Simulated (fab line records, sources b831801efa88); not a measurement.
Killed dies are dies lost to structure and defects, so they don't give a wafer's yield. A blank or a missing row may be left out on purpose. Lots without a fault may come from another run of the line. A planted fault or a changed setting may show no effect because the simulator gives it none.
A struck lot beside a sound one | flow sky130 | 15 steps out of a route of 708
Sound: wafers L255.2, L255.4, L255.6. Struck: wafers L247.3, L247.4, L247.5. The cause comes at the end.
At each step with rows: each side's tool, then ch and its chambers, then its first start. Under that, the readings that differ: sound wafers | struck wafers | difference of the means | sigmas: that difference in standard deviations of wafers without a fault.
alike: readings whose means differ by less than 2 such deviations, and words and numbers that are the same on both sides. not compared: withheld readings, readings that some wafer has no value for, bounds like >300 that may hide the same value, and numbers for which the record gives no deviation and whose values overlap.
The two part at a step that has a row with sigmas, a row that says differs or no value, or rows on one side only. Numbers that don't overlap but have no deviation are shown without sigmas and don't part them. A reading that every wafer of one side lacks parts them only if that side has two wafers or more.

first, 1 step without rows for these wafers: SKY_SD_P_DEVELOP_06 (develop time 60 s).
SKY_SD_P_CD_MEAS_07: target cd 380 nm.
  sound on cd_sem-01, day 32 19:50; struck on cd_sem-02, day 30 05:58
  reading    | sound             | struck            | difference | sigmas
  cd_nm (nm) | 379.9 376.9 378.0 | 384.2 383.7 384.5 | +5.9       | +3
SKY_SD_P_OVL_MEAS_08:
  sound on overlay-01, day 32 19:57; struck on overlay-01, day 30 10:38
  alike: SD_P_OVL
then, 1 step without rows for these wafers: SKY_SD_P_IMPLANT_09.
SKY_SD_P_STRIP_10: strips in O2/N2.
  sound on plasma_asher-04 ch 0,1, day 32 20:08; struck on plasma_asher-04 ch 0,1, day 30 11:31
  alike: drypump_motor_current_A, oes_product_au, strip_time_to_endpoint_s
  not compared: rf_hours_counter_h
SKY_SD_P_TW_MEAS_11:
  sound on film_metro-03, day 32 20:14; struck on film_metro-03, day 30 11:35
  alike: SD_P_TW
then, 6 steps without rows for these wafers: SKY_RES_XHIGH_DEHYDRATE_00 (time 60 s); SKY_RES_XHIGH_HMDS_01 (prime time 60 s); SKY_RES_XHIGH_COAT_02 (resist thk 1140 nm); SKY_RES_XHIGH_SOFTBAKE_03 (time 60 s); SKY_RES_XHIGH_EXPOSE_04 (exposes mask URPM, target cd 1270 nm); SKY_RES_XHIGH_PEB_05.
SKY_RES_XHIGH_DEVELOP_06: develop time 60 s.
  sound on litho_track-04 ch 0, day 33 22:11; struck on litho_track-02 ch 0, day 31 08:46
  reading              | sound             | struck            | difference | sigmas
  developer_temp_C (C) | 23.36 22.91 23.15 | 23.94 23.95 23.79 | +0.75      | +8
then, 1 step without rows for these wafers: SKY_RES_XHIGH_IMPLANT_07.
-- the record jumps here: 18 days lie between the struck wafers' starts before and after (it left off in module RES_XHIGH and takes up again in module PAD_OPEN, whose first step shown is number 708 of the route) --
SKY_PAD_OPEN_PROBE_99:
  sound on prober-01, day 50 13:53; struck on prober-02, day 49 01:47
  alike: killed_at_M0_to_M3, killed_at_M4_up, killed_at_contacts, killed_at_front_end, killed_at_other, killed_dies, killed_open, killed_short

WHERE THEY PART
First at SKY_SD_P_CD_MEAS_07; last, within this record, at SKY_RES_XHIGH_DEVELOP_06. Later steps at which nothing parts them and some readings are alike: SKY_PAD_OPEN_PROBE_99.

WHY: what the simulator had put in
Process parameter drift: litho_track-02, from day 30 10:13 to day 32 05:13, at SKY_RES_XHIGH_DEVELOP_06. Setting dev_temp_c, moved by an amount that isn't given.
